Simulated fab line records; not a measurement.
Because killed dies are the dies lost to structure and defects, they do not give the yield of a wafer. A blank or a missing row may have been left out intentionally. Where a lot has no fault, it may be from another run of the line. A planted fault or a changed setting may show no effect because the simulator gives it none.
Which tool is to blame? / flow sky130 / 12 lots, 36 wafers sampled, at 4 steps of a route of 708

## WHAT THE GAUGES SHOWED, per wafer
SKY_VIA2_CD_MEAS_12 targets a cd of 200 nm. Usual: cd-nm 200.0 nm, standard deviation 1.5.
lot=L187; measured=day 37 14:13; on=cd-sem-02; cd-nm (nm)=201.6 203.3 200.8; flag=
lot=L189; measured=day 38 01:49; on=cd-sem-02; cd-nm (nm)=198.1 197.6 198.7; flag=
lot=L190; measured=day 38 13:55; on=cd-sem-01; cd-nm (nm)=200.9 199.6 198.5; flag=
lot=L191; measured=day 38 21:19; on=cd-sem-02; cd-nm (nm)=199.6 196.3 197.3; flag=
lot=L192; measured=day 38 23:04; on=cd-sem-02; cd-nm (nm)=198.8 199.7 199.7; flag=
lot=L194; measured=day 39 21:19; on=cd-sem-02; cd-nm (nm)=200.7 200.4 199.1; flag=
lot=L199; measured=day 41 04:07; on=cd-sem-01; cd-nm (nm)=203.1 202.0 201.8; flag=
lot=L201; measured=day 41 17:16; on=cd-sem-01; cd-nm (nm)=199.5 198.8 198.8; flag=
lot=L202; measured=day 42 01:22; on=cd-sem-02; cd-nm (nm)=198.1 199.0 198.9; flag=
lot=L205; measured=day 42 15:35; on=cd-sem-02; cd-nm (nm)=199.7 200.3 199.7; flag=
lot=L206; measured=day 42 21:22; on=cd-sem-01; cd-nm (nm)=199.6 199.7 199.3; flag=
lot=L207; measured=day 43 06:23; on=cd-sem-02; cd-nm (nm)=201.6 201.0 200.4; flag=

## EACH LOT AND THE TOOL THAT RAN IT (in order: tool; ch and the chambers of the sampled wafers; start)
lot=L187; SKY_METAL2_METAL_ETCH_19=rie-metal-04 ch 0,1, day 36 10:09; SKY_VIA2_CMP_02=cmp-02 ch 2,3, day 36 11:01; SKY_VIA2_DEVELOP_11=litho-track-03 ch 0, day 37 14:00
lot=L189; SKY_METAL2_METAL_ETCH_19=rie-metal-03 ch 0, day 36 22:45; SKY_VIA2_CMP_02=cmp-02 ch 0,1,2, day 36 23:46; SKY_VIA2_DEVELOP_11=litho-track-02 ch 0, day 38 01:00
lot=L190; SKY_METAL2_METAL_ETCH_19=rie-metal-01 ch 0,1, day 37 10:15; SKY_VIA2_CMP_02=cmp-01 ch 0,1,2, day 37 11:10; SKY_VIA2_DEVELOP_11=litho-track-02 ch 0, day 38 13:00
lot=L191; SKY_METAL2_METAL_ETCH_19=rie-metal-01 ch 0,1, day 37 18:02; SKY_VIA2_CMP_02=cmp-02 ch 2,3, day 37 19:01; SKY_VIA2_DEVELOP_11=litho-track-02 ch 0, day 38 21:00
lot=L192; SKY_METAL2_METAL_ETCH_19=rie-metal-03 ch 0,1, day 37 19:52; SKY_VIA2_CMP_02=cmp-01 ch 1,2,3, day 37 20:47; SKY_VIA2_DEVELOP_11=litho-track-02 ch 0, day 38 22:00
lot=L194; SKY_METAL2_METAL_ETCH_19=rie-metal-04 ch 0,1, day 38 19:16; SKY_VIA2_CMP_02=cmp-02 ch 0,2,3, day 38 20:11; SKY_VIA2_DEVELOP_11=litho-track-04 ch 0, day 39 21:00
lot=L199; SKY_METAL2_METAL_ETCH_19=rie-metal-01 ch 0,1, day 40 02:45; SKY_VIA2_CMP_02=cmp-02 ch 0,3, day 40 03:59; SKY_VIA2_DEVELOP_11=litho-track-03 ch 0, day 41 03:00
lot=L201; SKY_METAL2_METAL_ETCH_19=rie-metal-04 ch 0,1, day 40 15:16; SKY_VIA2_CMP_02=cmp-01 ch 0,1,2, day 40 16:35; SKY_VIA2_DEVELOP_11=litho-track-03 ch 0, day 41 17:00
lot=L202; SKY_METAL2_METAL_ETCH_19=rie-metal-01 ch 0,1, day 41 00:00; SKY_VIA2_CMP_02=cmp-02 ch 1,3, day 41 00:57; SKY_VIA2_DEVELOP_11=litho-track-03 ch 0, day 42 01:00
lot=L205; SKY_METAL2_METAL_ETCH_19=rie-metal-03 ch 0,1, day 41 14:12; SKY_VIA2_CMP_02=cmp-01 ch 0,2,3, day 41 15:08; SKY_VIA2_DEVELOP_11=litho-track-03 ch 0, day 42 15:00
lot=L206; SKY_METAL2_METAL_ETCH_19=rie-metal-04 ch 0,1, day 41 21:55; SKY_VIA2_CMP_02=cmp-02 ch 0,2,3, day 41 22:48; SKY_VIA2_DEVELOP_11=litho-track-04 ch 0, day 42 21:00
lot=L207; SKY_METAL2_METAL_ETCH_19=rie-metal-01 ch 0,1, day 42 05:28; SKY_VIA2_CMP_02=cmp-01 ch 0,1,2, day 42 06:25; SKY_VIA2_DEVELOP_11=litho-track-02 ch 0, day 43 06:00
- SKY_METAL2_METAL_ETCH_19: etches the open film in Cl2/BCl3, stops on SiO2, target depth 360 nm, time 78 s.
- SKY_VIA2_CMP_02: polishes SiO2.
- SKY_VIA2_DEVELOP_11: develop time 60 s.

## WHAT THE TOOLS THEMSELVES READ (means of the sampled wafers that have a number; where no wafer has one, the mark that the record gives instead)
SKY_METAL2_METAL_ETCH_19. Usual: bias-w 48.48 W, standard deviation 0.14; drypump-motor-current-A 5.8 A, standard deviation 0.31; oes-product-au 0.854 a.u., standard deviation 0.0068; throttle-valve-pct 22.264 %, standard deviation 0.0082.
lot=L187; tool=rie-metal-04; bias-w (W)=48.24; drypump-motor-current-A (A)=6.1; oes-product-au (a.u.)=0.850; throttle-valve-pct (%)=22.269; flag=
lot=L189; tool=rie-metal-03; bias-w (W)=48.55; drypump-motor-current-A (A)=5.3; oes-product-au (a.u.)=0.851; throttle-valve-pct (%)=22.265; flag=
lot=L190; tool=rie-metal-01; bias-w (W)=48.60; drypump-motor-current-A (A)=5.7; oes-product-au (a.u.)=0.853; throttle-valve-pct (%)=22.264; flag=
lot=L191; tool=rie-metal-01; bias-w (W)=48.45; drypump-motor-current-A (A)=5.7; oes-product-au (a.u.)=0.856; throttle-valve-pct (%)=22.254; flag=
lot=L192; tool=rie-metal-03; bias-w (W)=48.50; drypump-motor-current-A (A)=5.7; oes-product-au (a.u.)=0.856; throttle-valve-pct (%)=22.265; flag=
lot=L194; tool=rie-metal-04; bias-w (W)=48.49; drypump-motor-current-A (A)=6.1; oes-product-au (a.u.)=0.857; throttle-valve-pct (%)=22.262; flag=
lot=L199; tool=rie-metal-01; bias-w (W)=48.49; drypump-motor-current-A (A)=5.6; oes-product-au (a.u.)=0.857; throttle-valve-pct (%)=22.267; flag=
lot=L201; tool=rie-metal-04; bias-w (W)=48.39; drypump-motor-current-A (A)=6.0; oes-product-au (a.u.)=0.851; throttle-valve-pct (%)=22.261; flag=
lot=L202; tool=rie-metal-01; bias-w (W)=48.46; drypump-motor-current-A (A)=5.8; oes-product-au (a.u.)=0.857; throttle-valve-pct (%)=22.258; flag=
lot=L205; tool=rie-metal-03; bias-w (W)=48.54; drypump-motor-current-A (A)=5.7; oes-product-au (a.u.)=0.851; throttle-valve-pct (%)=22.268; flag=
lot=L206; tool=rie-metal-04; bias-w (W)=48.65; drypump-motor-current-A (A)=6.1; oes-product-au (a.u.)=0.856; throttle-valve-pct (%)=22.271; flag=
lot=L207; tool=rie-metal-01; bias-w (W)=48.55; drypump-motor-current-A (A)=5.6; oes-product-au (a.u.)=0.854; throttle-valve-pct (%)=22.264; flag=

SKY_VIA2_CMP_02. Usual: motor-current-A 12.0 A, standard deviation 1.3; slurry-flow-ml-min 150.0, standard deviation 0.46.
lot=L187; tool=cmp-02; motor-current-A (A)=11.2; slurry-flow-ml-min=150.2; flag=
lot=L189; tool=cmp-02; motor-current-A (A)=12.5; slurry-flow-ml-min=150.0; flag=
lot=L190; tool=cmp-01; motor-current-A (A)=12.1; slurry-flow-ml-min=150.3; flag=
lot=L191; tool=cmp-02; motor-current-A (A)=10.8; slurry-flow-ml-min=150.4; flag=
lot=L192; tool=cmp-01; motor-current-A (A)=12.0; slurry-flow-ml-min=149.7; flag=
lot=L194; tool=cmp-02; motor-current-A (A)=12.1; slurry-flow-ml-min=150.1; flag=
lot=L199; tool=cmp-02; motor-current-A (A)=10.1; slurry-flow-ml-min=150.3; flag=
lot=L201; tool=cmp-01; motor-current-A (A)=11.8; slurry-flow-ml-min=149.7; flag=
lot=L202; tool=cmp-02; motor-current-A (A)=10.8; slurry-flow-ml-min=149.6; flag=
lot=L205; tool=cmp-01; motor-current-A (A)=12.3; slurry-flow-ml-min=149.7; flag=
lot=L206; tool=cmp-02; motor-current-A (A)=11.4; slurry-flow-ml-min=149.9; flag=
lot=L207; tool=cmp-01; motor-current-A (A)=11.7; slurry-flow-ml-min=149.7; flag=

SKY_VIA2_DEVELOP_11. Usual: developer-temp-C 20.99 C, standard deviation 0.095.
lot=L187; tool=litho-track-03; developer-temp-C (C)=20.92; flag=
lot=L189; tool=litho-track-02; developer-temp-C (C)=20.98; flag=
lot=L190; tool=litho-track-02; developer-temp-C (C)=20.96; flag=
lot=L191; tool=litho-track-02; developer-temp-C (C)=20.38; flag=OFF
lot=L192; tool=litho-track-02; developer-temp-C (C)=20.48; flag=OFF
lot=L194; tool=litho-track-04; developer-temp-C (C)=21.12; flag=
lot=L199; tool=litho-track-03; developer-temp-C (C)=20.92; flag=
lot=L201; tool=litho-track-03; developer-temp-C (C)=21.10; flag=
lot=L202; tool=litho-track-03; developer-temp-C (C)=21.06; flag=
lot=L205; tool=litho-track-03; developer-temp-C (C)=21.01; flag=
lot=L206; tool=litho-track-04; developer-temp-C (C)=20.96; flag=
lot=L207; tool=litho-track-02; developer-temp-C (C)=21.09; flag=

## THE ANSWER, worked out from the rows above alone
Rule: lot off if the mean of its wafers having a number is beyond 3 standard deviations from the usual mean. Also off: a lot with no number at a reading for which 4 or more lots have one. All remaining lots with rows at the step are treated as sound. After the gauges, taken in route order, come the tools' own readings; for these a lot's mean is taken, as printed above. At the first step where some lot is off, the reading lying furthest off is the one used; lots without a number count as furthest.
Off: L191, L192, at SKY_VIA2_DEVELOP_11 (developer-temp-C).
If a tool, at that step or one of the process steps before it, ran each lot that is off and ran no sound lot following the first of them, it fits. None of those tried fits.

## WHAT THE SIMULATOR HAD INSERTED
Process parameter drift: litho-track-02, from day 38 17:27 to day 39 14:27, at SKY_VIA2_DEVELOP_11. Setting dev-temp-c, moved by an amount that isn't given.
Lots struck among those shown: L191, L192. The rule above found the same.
